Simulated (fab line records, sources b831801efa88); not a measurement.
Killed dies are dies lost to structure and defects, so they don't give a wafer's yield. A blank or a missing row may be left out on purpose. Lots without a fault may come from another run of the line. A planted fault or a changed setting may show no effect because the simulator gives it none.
Split-lot experiment | flow sfq_line | 5 lots, 13 wafers read, on a route of 325 steps

THE SPLIT
At SFQ_TRILAYER_L0_VIA_LITHO_COAT_018 (resist thk 62 nm), the setting resist_thk_nm was moved away from the recipe's 62 nm on 4 of the 13 wafers read, by -4.2% to -2.0%. The other wafers ran this setting at the recipe's value.

FROM THE SPLIT TO THE READING: what the file shows between them, 3 steps
- SFQ_TRILAYER_L0_VIA_LITHO_COAT_013: resist thk 650 nm
- SFQ_TRILAYER_L0_VIA_LITHO_SOFTBAKE_017
- SFQ_TRILAYER_L0_VIA_LITHO_DEVELOP_015: time 60 s

THE READING
etch.depth_nm (the simulator's own value, which no gauge read), in nm, at SFQ_TRILAYER_L0_VIA_BARC_OPEN_VIA_ETCH_021 (etches BARC in O2, target depth 125 nm, time 41.7 s). The file gives no usual value for it. The 9 wafers here that ran the recipe average 61.96 nm, standard deviation 0.19 nm.

wafer  | tool, chamber at the split | resist_thk_nm as run, nm | against the recipe | etch.depth_nm, nm | against lot-mates on the recipe
L075.2 | litho_track-01, 0          | 60.75                    | -2.0%              | 60.61             | -1.43
L075.6 | litho_track-01, 0          | 62                       | recipe             | 62.04             | -
L076.1 | litho_track-03, 0          | 59.38                    | -4.2%              | 58.9              | -2.76
L076.2 | litho_track-03, 0          | 59.38                    | -4.2%              | 59.12             | -2.54
L076.3 | litho_track-03, 0          | 62                       | recipe             | 61.66             | -
L076.4 | litho_track-03, 0          | 62                       | recipe             | 61.66             | -
L076.5 | litho_track-03, 0          | 59.38                    | -4.2%              | 59.15             | -2.51
L080.3 | litho_track-04, 0          | 62                       | recipe             | 62.19             | -
L082.4 | litho_track-01, 0          | 62                       | recipe             | 61.97             | -
L082.6 | litho_track-01, 0          | 62                       | recipe             | 61.84             | -
L085.1 | litho_track-01, 0          | 62                       | recipe             | 62.09             | -
L085.2 | litho_track-01, 0          | 62                       | recipe             | 62.07             | -
L085.6 | litho_track-01, 0          | 62                       | recipe             | 62.12             | -

THE FIT
A straight line over all 13 wafers: etch.depth_nm changes by +0.686 nm for each +1% of resist_thk_nm; r = +0.99; the points scatter about the line by 0.18 nm.
The same after taking each lot's own level away (the mean of its wafers on the recipe; 13 wafers): +0.62 nm for each +1%; r = +1.00; scatter 0.085 nm.
On that fit, the largest move of resist_thk_nm shifts the reading by 2.6 nm.
The lots' own levels span 61.660 to 62.190 nm, that is 2.9 times the standard deviation above.
So the lot-to-lot level changes the slope: the two fits differ.
Check: with one of the wafers moved furthest among these (-4.2%) left out of the fit, the line predicts -2.57 nm for it against its lot-mates. It came out at -2.76 nm against them.

OTHER SPLITS ON THESE WAFERS
These wafers also went through other splits before the reading. Each is held against what the fit with the lots' levels taken away leaves over:
other split on the same wafers           | wafers away from the commonest value | r with etch.depth_nm (lot level and that fit taken away)
SFQ_TRILAYER_L0_LITHO_COAT_010 spin_rpm  | 2                                    | +0.46
SFQ_TRILAYER_L0_LITHO_PEB_008 peb_temp_c | 6                                    | -0.21

THE WHOLE CHAIN: every reading that the file lists as answering this split, in the file's order
step                                       | what it does                                        | reading                                                                                        | change (the file's fit)               | r (the file's)
SFQ_TRILAYER_L0_VIA_LITHO_COAT_018         | resist thk 62 nm                                    | BARC_of_TRILAYER_L0_VIA_LITHO_COAT_018.thk_nm (the simulator's own value, which no gauge read) | +0.638 nm for each +1% of the setting | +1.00
SFQ_TRILAYER_L0_VIA_BARC_OPEN_VIA_ETCH_021 | etches BARC in O2, target depth 125 nm, time 41.7 s | etch.depth_nm (the simulator's own value, which no gauge read)                                 | +0.625 nm for each +1% of the setting | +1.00

THE FILE'S OWN FIT
etch.depth_nm changes by +0.625 nm for each +1% of resist_thk_nm, r = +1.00.
